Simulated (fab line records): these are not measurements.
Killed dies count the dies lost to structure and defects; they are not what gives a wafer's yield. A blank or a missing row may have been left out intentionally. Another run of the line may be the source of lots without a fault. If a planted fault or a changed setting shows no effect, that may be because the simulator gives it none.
Split-lot experiment ; flow gf180mcu ; 23 wafers read from 5 lots, route of 602 steps

ABOUT THE SPLIT
At GF_VT_IMPLANT_IMPLANT_30, the setting energy_kev was moved away from the recipe's 25 on 7 of the 23 wafers read, by -6.2% to +4.8%. All remaining wafers had this setting at the recipe value.

The reading is taken at the split's own step.

THE READING
In nm, at GF_VT_IMPLANT_IMPLANT_30: implant.drp_nm, which is the simulator's own figure and was read by no gauge. There is no usual value for it anywhere in the file.

wafer;tool, chamber at the split;energy_kev as run;against the recipe;implant.drp_nm, nm;against lot-mates on the recipe
L074.1;implanter-03, 0;25;recipe;35.62;-
L074.3;implanter-03, 0;25;recipe;35.62;-
L074.2;implanter-03, 0;24.35;-2.6%;34.54;-1.08
L074.4;implanter-03, 0;24.35;-2.6%;34.54;-1.08
L074.5;implanter-03, 0;24.35;-2.6%;34.54;-1.08
L078.1;implanter-02, 0;25;recipe;35.62;-
L078.5;implanter-02, 0;25;recipe;35.62;-
L078.6;implanter-02, 0;25;recipe;35.62;-
L078.3;implanter-02, 0;23.45;-6.2%;33.05;-2.57
L078.4;implanter-02, 0;23.45;-6.2%;33.05;-2.57
L082.1;implanter-03, 0;25;recipe;35.62;-
L082.3;implanter-03, 0;25;recipe;35.62;-
L082.6;implanter-03, 0;25;recipe;35.62;-
L082.4;implanter-03, 0;26.19;+4.8%;37.6;+1.98
L082.5;implanter-03, 0;26.19;+4.8%;37.6;+1.98
L084.1;implanter-03, 0;25;recipe;35.62;-
L084.3;implanter-03, 0;25;recipe;35.62;-
L084.4;implanter-03, 0;25;recipe;35.62;-
L084.5;implanter-03, 0;25;recipe;35.62;-
L084.6;implanter-03, 0;25;recipe;35.62;-
L085.3;implanter-01, 0;25;recipe;35.62;-
L085.5;implanter-01, 0;25;recipe;35.62;-
L085.6;implanter-01, 0;25;recipe;35.62;-

FIT RESULTS
A straight line over all 23 wafers: implant.drp_nm changes by +0.415 nm for each +1% of energy_kev; r = +1.00; the points scatter about the line by 0.0016 nm.
The same after taking each lot's own level away (the mean of its wafers on the recipe; 23 wafers): +0.415 nm for each +1%; r = +1.00; scatter 0.0016 nm.
According to that fit, moving energy_kev by its largest amount changes the reading by 2.6 nm.
The lots' own levels span 35.620 to 35.620 nm.
The two slopes agree, so the slope changes little with the lot-to-lot level.
Check: with one of the wafers moved furthest among these (-6.2%) left out of the fit, the line predicts -2.57 nm for it against its lot-mates. Against them it came out at -2.57 nm.

OTHER SPLITS APPLIED TO THESE WAFERS
These wafers also went through other splits before the reading. Each is held against what the fit with the lots' levels taken away leaves over:
other split on the same wafers;wafers away from the commonest value;r with implant.drp_nm (lot level and that fit taken away)
GF_STI_OXIDATION_01 temp_c;15;-0.46
GF_STI_COAT_07 resist_thk_nm;6;-0.14
GF_STI_ETCH_13 time_s;5;-0.08
GF_STI_CVD_23 sih4_flow_sccm;9;+0.09
GF_STI_OXIDATION_29 ox_time_s;10;-0.13
GF_NWELL_COAT_02 spin_rpm;8;-0.35
GF_NWELL_SOFTBAKE_03 temp_c;10;+0.13
GF_LVPWELL_IMPLANT_08 dose_cm2;8;+0.02
GF_VT_IMPLANT_COAT_02 spin_rpm;5;+0.34
GF_VT_IMPLANT_IMPLANT_08 energy_kev;5;-0.34

THE WHOLE CHAIN: every reading that the file lists as answering this split, in the file's order
step;what it does;reading;change (the file's fit);r (the file's)
GF_VT_IMPLANT_IMPLANT_30;;implant.rp_nm (the simulator's own value, which no gauge read);+0.82 nm for each +1% of the setting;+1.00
GF_VT_IMPLANT_IMPLANT_30;;implant.drp_nm (the simulator's own value, which no gauge read);+0.415 nm for each +1% of the setting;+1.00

THE FILE'S OWN FIT
implant.drp_nm changes by +0.415 nm for each +1% of energy_kev, r = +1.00.
